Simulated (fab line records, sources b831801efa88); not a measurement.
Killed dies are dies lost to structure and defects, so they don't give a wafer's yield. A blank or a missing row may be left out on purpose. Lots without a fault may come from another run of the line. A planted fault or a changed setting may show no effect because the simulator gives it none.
fab line records | flow sky130
record lots=7 wafers=21 last_day=51
route steps=708 shown RES_XHIGH@360 SALICIDE@361 LI_CONTACT@362
lots that met no fault: from a run of the same line without faults
start_h: hours from the record's first day to the start of the lot's first wafer shown | wait_h: hours since the lot's step before | " the same as in the row above | L1.1+2: a row that stands for several wafers | - no value, or no start given | * or withheld: withheld | < > ~ a bound
route shown NAME@n: a module of which the file shows steps, and the number in the route of the first | usual: mean/standard deviation of fault-free wafers | same: alike in all rows | chamber/n: place in a boat | sites: the reading at each site | _std_site: their standard deviation | _edge_site: outer sites' mean less inner sites' | radius_mm: how far each site lies from the wafer's centre | mask NAME#n: copy n | behind: the tool/chamber that last shaped the wafer | hold: why the lot was held/for how many hours/how that ended | device: the transistor (n, p or np) that didn't switch | end of line: the same wafers' tests at the end of the route | a step without rows: its recipe alone | killed: dies lost to structure and defects at the first sort, not the wafer's yield | map: a wafer's dies, x killed, . not, _ none there
set.NAME: the setting as run; set.NAME@STEP: as run at that earlier step | model.NAME: the simulator's own value behind a step, which no gauge read
lots at some steps of the route; a table a step, a row a wafer
services: from which hour (start_h, from the record's first day; less than 0 if before it) a tool's chamber was out of use, for how many hours, and why
## steps
# step SKY_SD_N_RS_MEAS_18
# recipe thk_meas_gauge=four-point-probe
# usual RES_XHIGH_RS=333.0/1.2
# columns lot.wafer tool chamber start_h wait_h RES_XHIGH_RS[ohm/sq]
L364.2 film_metro-04 - 723.69 0.1 333.1
L364.3 " - " " 332.6
L364.6 " - " " 332.1
L367.2 film_metro-02 - 744.21 0.1 332.6
L367.3 " - " " 331.7
L367.5 " - " " 332.2
L368.1 film_metro-03 - 751.82 0.1 333.4
L368.2 " - " " 332.8
L368.5 " - " " 334.7
L369.1 film_metro-04 - 761.27 0.1 332.9
L369.2 " - " " 333.9
L369.3 " - " " 333.5
L374.2 film_metro-02 - 789.24 0.1 331.5
L374.3 " - " " 332.0
L374.6 " - " " 331.5
L375.1 film_metro-02 - 796.27 0.1 331.2
L375.3 " - " " 332.4
L375.4 " - " " 331.8
L380.1 film_metro-02 - 833.47 0.1 333.3
L380.2 " - " " 333.9
L380.3 " - " " 333.8
# step SKY_SALICIDE_CLEAN_00
# recipe chemistry=HF-last time_s=30 dilution=100:1 dry=ipa_marangoni
# step SKY_LI_CONTACT_HDPCVD_00
# recipe material=PSG target_thk_nm=930 sigma_open_frac=0.3 time_s=155 temp_c=600 sih4_flow_sccm=60 pressure_mtorr=6
# step SKY_LI_CONTACT_THK_MEAS_01
# recipe reads=PSG_of_LI_CONTACT_HDPCVD_00
# usual LI_CONTACT_HDPCVD_THK=933/9.4
# columns lot.wafer tool chamber start_h wait_h LI_CONTACT_HDPCVD_THK[nm]
L364.2 film_metro-02 - 723.92 0.1 945
L364.3 " - " " 928
L364.6 " - " " 941
L367.2 film_metro-04 - 744.44 0.1 929
L367.3 " - " " 932
L367.5 " - " " 919
L368.1 film_metro-02 - 752.06 0.1 923
L368.2 " - " " 935
L368.5 " - " " 938
L369.1 film_metro-02 - 761.56 0.1 946
L369.2 " - " " 930
L369.3 " - " " 932
L374.2 film_metro-04 - 789.47 0.1 950
L374.3 " - " " 937
L374.6 " - " " 942
L375.1 film_metro-04 - 796.51 0.1 944
L375.3 " - " " 939
L375.4 " - " " 954
L380.1 film_metro-04 - 833.71 0.1 930
L380.2 " - " " 940
L380.3 " - " " 944
# step SKY_LI_CONTACT_CMP_02
# recipe material=PSG down_force_psi=4 platen_rpm=60 pad_velocity_m_s=0.94248
# usual motor_current_A=11.7/0.75 time_to_endpoint_s=32.7/2.6
# columns lot.wafer tool chamber start_h wait_h motor_current_A time_to_endpoint_s
L364.3 cmp-01 0 724.02 0.1 10.4 32.5
L364.2 " 1 " " 11.6 35.7
L364.6 " 3 " " 12.7 29.8
L367.3 cmp-01 1 744.96 0.5 11.2 33.5
L367.2 " 2 " " 11.8 32.5
L367.5 " 1 " " 11.2 32.4
L368.1 cmp-02 2 752.12 0.1 12.5 31.4
L368.2 " 3 " " 11.7 33.6
L368.5 " 3 " " 12.1 33.4
L369.3 cmp-01 2 761.62 0.0 11.0 31.9
L369.1 " 0 " " 10.6 33.7
L369.2 " 1 " " 11.2 33.4
L374.2 cmp-02 0 789.52 0.0 12.0 33.3
L374.3 " 3 " " 11.9 33.2
L374.6 " 1 " " 11.8 33.4
L375.1 cmp-02 1 796.62 0.1 11.9 35.1
L375.3 " 2 " " 12.3 34.6
L375.4 " 3 " " 12.4 37.4
L380.3 cmp-01 3 833.77 0.0 12.5 32.4
L380.1 " 0 " " 10.4 37.9
L380.2 " 2 " " 11.5 34.7
# step SKY_LI_CONTACT_BOW_MEAS_03
# recipe mode=bow
# usual LI_CONTACT_BOW=55/7.1
# columns lot.wafer tool chamber start_h wait_h LI_CONTACT_BOW[um]
L364.2 film_metro-03 - 724.29 0.2 54
L364.3 " - " " 55
L364.6 " - " " 76
L367.2 film_metro-02 - 745.23 0.2 64
L367.3 " - " " 51
L367.5 " - " " 42
L368.1 film_metro-02 - 752.42 0.2 47
L368.2 " - " " 46
L368.5 " - " " 47
L369.1 film_metro-04 - 761.92 0.1 68
L369.2 " - " " 53
L369.3 " - " " 60
L374.2 film_metro-03 - 789.84 0.3 63
L374.3 " - " " 57
L374.6 " - " " 58
L375.1 film_metro-03 - 796.87 0.2 59
L375.3 " - " " 54
L375.4 " - " " 72
L380.1 film_metro-03 - 834.07 0.2 53
L380.2 " - " " 64
L380.3 " - " " 52
# step SKY_LI_CONTACT_DEHYDRATE_04
# recipe temp_c=200 time_s=60
# step SKY_LI_CONTACT_HMDS_05
# recipe prime_time_s=60 prime_temp_c=120
# step SKY_LI_CONTACT_COAT_06
# recipe resist=BARC temp_c=withheld time_s=withheld spin_rpm=3000 resist_thk_nm=60
# step SKY_LI_CONTACT_COAT_07
# recipe resist=KrF-thick spin_rpm=3000 resist_thk_nm=450
# step SKY_LI_CONTACT_SOFTBAKE_08
# recipe temp_c=100 time_s=90 resist=KrF-thick
# step SKY_LI_CONTACT_EXPOSE_09
# recipe mask_id=LICM1 na=0.8 source_shape=annular sigma_inner=0.55 sigma_outer=0.85 target_cd_nm=170 dose_mj=38
# step SKY_LI_CONTACT_PEB_10
# recipe peb_temp_c=withheld peb_time_s=withheld resist=KrF-thick
# usual chill_plate_temp_C=* exhaust_pa=45.0/0.89
# columns lot.wafer tool chamber start_h wait_h chill_plate_temp_C exhaust_pa
L364.2 litho_track-04 0 751 - * 45.2
L364.3 " 0 " " * 44.6
L364.6 " 0 " " * 44.8
L367.2 litho_track-02 - 772 - - -
L367.3 " - " " - -
L367.5 " - " " - -
L368.1 litho_track-01 - 779 - - -
L368.2 " - " " - -
L368.5 " - " " - -
L369.1 litho_track-01 - 789 - - -
L369.2 " - " " - -
L369.3 " - " " - -
L374.2 litho_track-02 0 817 - * 45.7
L374.3 " 0 " " * 46.6
L374.6 " 0 " " * 45.7
L375.1 litho_track-02 0 823 - * 44.2
L375.3 " 0 " " * 43.2
L375.4 " 0 " " * 45.6
L380.1 litho_track-02 0 861 - * 45.3
L380.2 " 0 " " * 46.2
L380.3 " 0 " " * 45.5
# step SKY_LI_CONTACT_DEVELOP_11
# recipe develop_time_s=60 resist=KrF-thick dev_temp_c=21
## services
# columns tool chamber start_h hours kind
cmp-02 - 711.32 4.3 repair
litho_track-04 - 723.84 - consumable_replace:filter
cmp-02 - 744.00 4.0 pm
cmp-02 - 748.00 - consumable_replace:conditioner
cmp-02 - 748.00 - consumable_replace:pad
cmp-01 - 759.02 2.1 repair
cmp-01 - 784.23 1.7 repair
cmp-02 - 817.50 8.1 pm
cmp-01 - 819.18 3.8 repair
cmp-01 - 836.62 0.8 repair
cmp-01 - 856.57 7.6 pm
## key
first_sign step=SKY_LI_CONTACT_PEB_10 reading=tool_record direction=missing
effect none on later readings
met_at SKY_LI_CONTACT_PEB_10
struck_wafers L367.2,L367.3,L367.5,L368.1,L368.2,L368.5,L369.1,L369.2,L369.3
later_rows_left_out L367.2,L367.3,L367.5,L368.1,L368.2,L368.5,L369.1,L369.2,L369.3
sort_left_out L367.2,L367.3,L367.5,L368.1,L368.2,L368.5,L369.1,L369.2,L369.3
tester_left_out L367,L368,L369
fault kind=skipped_step_whole tool=litho_track-01,litho_track-02 chamber=- onset_h=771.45 steps=SKY_LI_CONTACT_PEB_10 scope=struck_lots_only
# tester_left_out: of these lots the tester's yield and bins aren't shown, on N5 and GAA mostly nor the transistor test; their killed dies are dies lost to structure and defects alone, not to doping, threshold or leakage, so they don't give the yield
# sort_left_out: the simulated sort isn't trusted on such a fault, so these wafers' sort isn't shown, and their yield isn't known
# later_rows_left_out: the simulator's readings of these wafers behind a module that went badly wrong aren't trusted and aren't shown, but for the sort
